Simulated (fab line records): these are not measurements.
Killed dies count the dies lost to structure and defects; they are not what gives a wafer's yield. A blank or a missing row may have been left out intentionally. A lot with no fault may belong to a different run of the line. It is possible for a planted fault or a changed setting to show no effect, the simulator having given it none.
Chamber matching || flow sky130 || SKY_FIELD_ISO_ETCH_17 on rie si-02: 4 sister chambers
The step etches Si in HBr/Cl2/O2, target depth 342 nm, time 97.7 s. 14 wafers are shown with their chamber, then 7 later ones without.

## WAFERS PAIRED WITH THEIR CHAMBERS
{"wafer": "L615.1", "chamber": 0, "oes product au (a.u.)": 1.018, "O2_flow_sccm (sccm)": 6.031, "throttle valve pct (%)": 25.628}
{"wafer": "L615.3", "chamber": 2, "oes product au (a.u.)": 0.987, "O2_flow_sccm (sccm)": 5.981, "throttle valve pct (%)": 25.663}
{"wafer": "L615.6", "chamber": 2, "oes product au (a.u.)": 0.994, "O2_flow_sccm (sccm)": 5.999, "throttle valve pct (%)": 25.659}
{"wafer": "L616.2", "chamber": 0, "oes product au (a.u.)": 1.015, "O2_flow_sccm (sccm)": 6.003, "throttle valve pct (%)": 25.625}
{"wafer": "L616.3", "chamber": 2, "oes product au (a.u.)": 0.983, "O2_flow_sccm (sccm)": 6.004, "throttle valve pct (%)": 25.647}
{"wafer": "L616.6", "chamber": 0, "oes product au (a.u.)": 1.023, "O2_flow_sccm (sccm)": 6.017, "throttle valve pct (%)": 25.647}
{"wafer": "L622.2", "chamber": 1, "oes product au (a.u.)": 1.009, "O2_flow_sccm (sccm)": 5.991, "throttle valve pct (%)": 25.641}
{"wafer": "L622.3", "chamber": 0, "oes product au (a.u.)": 1.022, "O2_flow_sccm (sccm)": 6.016, "throttle valve pct (%)": 25.652}
{"wafer": "L622.6", "chamber": 0, "oes product au (a.u.)": 1.018, "O2_flow_sccm (sccm)": 6.023, "throttle valve pct (%)": 25.635}
{"wafer": "L627.2", "chamber": 3, "oes product au (a.u.)": 1.002, "O2_flow_sccm (sccm)": 6.002, "throttle valve pct (%)": 25.648}
{"wafer": "L627.4", "chamber": 1, "oes product au (a.u.)": 0.996, "O2_flow_sccm (sccm)": 5.979, "throttle valve pct (%)": 25.658}
{"wafer": "L627.6", "chamber": 0, "oes product au (a.u.)": 1.008, "O2_flow_sccm (sccm)": 6.011, "throttle valve pct (%)": 25.649}
{"wafer": "L634.2", "chamber": 0, "oes product au (a.u.)": 1.022, "O2_flow_sccm (sccm)": 5.988, "throttle valve pct (%)": 25.638}
{"wafer": "L634.5", "chamber": 0, "oes product au (a.u.)": 1.030, "O2_flow_sccm (sccm)": 6.017, "throttle valve pct (%)": 25.643}

SIGNATURES (means of the wafers above)
{"reading": "oes product au", "chamber 0": 1.01950, "chamber 1": 1.00250, "chamber 2": 0.98800, "chamber 3": 1.00200, "scatter within a chamber": 0.00662}
{"reading": "O2_flow_sccm", "chamber 0": 6.01325, "chamber 1": 5.98500, "chamber 2": 5.99467, "chamber 3": 6.00200, "scatter within a chamber": 0.0125}
{"reading": "throttle valve pct", "chamber 0": 25.63963, "chamber 1": 25.64950, "chamber 2": 25.65633, "chamber 3": 25.64800, "scatter within a chamber": 0.00981}
Rule: distance of a wafer from a chamber = root of the sum over the readings of ((wafer's reading minus chamber's mean) / reading's scatter) squared. If the next closest chamber is less than 2 further off than the closest, the wafer can't be placed; otherwise it belongs to the closest. How the scatter is found: for the shown wafers, subtract from each reading the mean of its chamber, square and add these, divide the total by (wafers less chambers), then take the root.

## WAFERS MISSING THEIR CHAMBER
{"wafer": "L634.6", "oes product au (a.u.)": 1.019, "O2_flow_sccm (sccm)": 5.998, "throttle valve pct (%)": 25.639}
{"wafer": "L635.1", "oes product au (a.u.)": 0.980, "O2_flow_sccm (sccm)": 6.016, "throttle valve pct (%)": 25.660}
{"wafer": "L635.4", "oes product au (a.u.)": 1.008, "O2_flow_sccm (sccm)": 5.995, "throttle valve pct (%)": 25.650}
{"wafer": "L635.5", "oes product au (a.u.)": 0.995, "O2_flow_sccm (sccm)": 6.031, "throttle valve pct (%)": 25.673}
{"wafer": "L637.1", "oes product au (a.u.)": 1.019, "O2_flow_sccm (sccm)": 5.993, "throttle valve pct (%)": 25.631}
{"wafer": "L637.5", "oes product au (a.u.)": 1.009, "O2_flow_sccm (sccm)": 6.021, "throttle valve pct (%)": 25.658}
{"wafer": "L637.6", "oes product au (a.u.)": 1.024, "O2_flow_sccm (sccm)": 6.037, "throttle valve pct (%)": 25.660}

## WHICH CHAMBER EACH ONE RAN IN
{"wafer": "L634.6", "from the rows above": "can't be placed: 0 or 3 or 1", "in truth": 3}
{"wafer": "L635.1", "from the rows above": "can't be placed: 2 or 3", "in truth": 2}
{"wafer": "L635.4", "from the rows above": "can't be placed: 3 or 1 or 0", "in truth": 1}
{"wafer": "L635.5", "from the rows above": "can't be placed: 2 or 3 or 1 or 0", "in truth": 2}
{"wafer": "L637.1", "from the rows above": "can't be placed: 0 or 3 or 1", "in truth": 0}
{"wafer": "L637.5", "from the rows above": "can't be placed: 3 or 0 or 1 or 2", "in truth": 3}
{"wafer": "L637.6", "from the rows above": "can't be placed: 0 or 3", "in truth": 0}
Correctly placed: 0 of 7. Can't be placed from these rows: 7 (the true chamber is among the candidates in 7). Wrongly placed: 0.
